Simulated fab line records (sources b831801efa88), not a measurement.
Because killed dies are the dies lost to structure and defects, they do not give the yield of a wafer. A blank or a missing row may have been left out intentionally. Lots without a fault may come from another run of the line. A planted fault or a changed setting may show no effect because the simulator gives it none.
Split-lot experiment ; flow sky130 ; on a route of 708 steps: 5 lots, 23 wafers read

## SPLIT DETAILS
At SKY_POLY_GATE_ETCH_15 (etches BARC in N2/H2, stops on SiO2, time 118.5 s, target depth 110 nm), the setting sourceW was moved away from the recipe's 500 W on 8 of the 23 wafers read, by -8.7% to +11.3%. This setting was run at the recipe's value on the other wafers.

The file shows no step between the split and the reading.

## THE READING
KrF-thick_of_POLY_GATE_COAT_08.thkNm (the simulator's own value, which no gauge read), in nm, at SKY_POLY_GATE_ETCH_16 (etches Si3N4 in CH3F/O2, stops on poly-Si, time 147.5 s, target depth 75 nm). The file does not state a usual value for it. The 15 wafers here that ran the recipe average 234.7 nm, standard deviation 1.8 nm.

wafer;tool, chamber at the split;sourceW as run, W;against the recipe;KrF-thick_of_POLY_GATE_COAT_08.thkNm, nm;against lot-mates on the recipe
L074.1;rieDiel-03, 0;500;recipe;233.2;-
L074.4;rieDiel-03, 1;500;recipe;233.2;-
L074.2;rieDiel-03, 3;500;recipe;233.9;-
L074.3;rieDiel-03, 2;478.7;-4.3%;235.7;+2.3
L074.5;rieDiel-03, 3;478.7;-4.3%;237.6;+4.2
L075.1;rieDiel-04, 3;500;recipe;233.3;-
L075.4;rieDiel-04, 0;500;recipe;232.2;-
L075.5;rieDiel-04, 1;500;recipe;231.2;-
L077.1;rieDiel-04, 0;500;recipe;237.1;-
L077.2;rieDiel-04, 2;500;recipe;234.9;-
L077.4;rieDiel-04, 3;500;recipe;236;-
L077.6;rieDiel-04, 3;500;recipe;236;-
L077.5;rieDiel-04, 0;500;recipe;236.9;-
L080.2;rieDiel-04, 1;556.4;+11.3%;221.9;-13.3
L080.3;rieDiel-04, 0;500;recipe;233.9;-
L080.4;rieDiel-04, 2;500;recipe;236.5;-
L080.5;rieDiel-04, 2;556.4;+11.3%;225.3;-9.9
L080.6;rieDiel-04, 3;556.4;+11.3%;227.3;-7.9
L084.1;rieDiel-03, 0;456.7;-8.7%;242.2;+6.1
L084.2;rieDiel-03, 3;500;recipe;236;-
L084.3;rieDiel-03, 2;456.7;-8.7%;238.1;+2.0
L084.5;rieDiel-03, 0;456.7;-8.7%;243.2;+7.1
L084.6;rieDiel-03, 3;500;recipe;236.2;-

THE FIT
A straight line over all 23 wafers: KrF-thick_of_POLY_GATE_COAT_08.thkNm changes by -0.807 nm for each +1% of sourceW; r = -0.91; the points scatter about the line by 2 nm.
The same after taking each lot's own level away (the mean of its wafers on the recipe; 23 wafers): -0.793 nm for each +1%; r = -0.94; scatter 1.6 nm.
That fit puts the effect of the largest move of sourceW on the reading at 8.9 nm.
Across the lots, their own levels run from 232.23 to 236.18 nm, a range of 2.2 times the standard deviation given above.
The two slopes agree, so the slope changes little with the lot-to-lot level.
Check: with one of the wafers moved furthest among these (+11.3%) left out of the fit, the line predicts -8.13 nm for it against its lot-mates. It came out at -13.3 nm against them.

## OTHER SPLITS APPLIED TO THESE WAFERS
Other splits were also applied to these wafers ahead of the reading. Each is held against what the fit with the lots' levels taken away leaves over:
other split on the same wafers;wafers away from the commonest value;r with KrF-thick_of_POLY_GATE_COAT_08.thkNm (lot level and that fit taken away)
SKY_GATE_OXIDE_IMPLANT_11 energyKev;2;+0.11
SKY_POLY_GATE_EXPOSE_10 doseMj;9;+0.61

## THE WHOLE CHAIN: every reading that the file lists as answering this split, in the file's order
step;what it does;reading;change (the file's fit);r (the file's)
SKY_POLY_GATE_ETCH_15;etches BARC in N2/H2, stops on SiO2, time 118.5 s, target depth 110 nm;KrF-thick_of_POLY_GATE_COAT_08.thkNm (the simulator's own value, which no gauge read);-0.867 nm for each +1% of the setting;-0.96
SKY_POLY_GATE_ETCH_16;etches Si3N4 in CH3F/O2, stops on poly-Si, time 147.5 s, target depth 75 nm;KrF-thick_of_POLY_GATE_COAT_08.thkNm (the simulator's own value, which no gauge read);-0.79 nm for each +1% of the setting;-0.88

## THE FILE'S OWN FIT
KrF-thick_of_POLY_GATE_COAT_08.thkNm changes by -0.79 nm for each +1% of sourceW, r = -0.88.
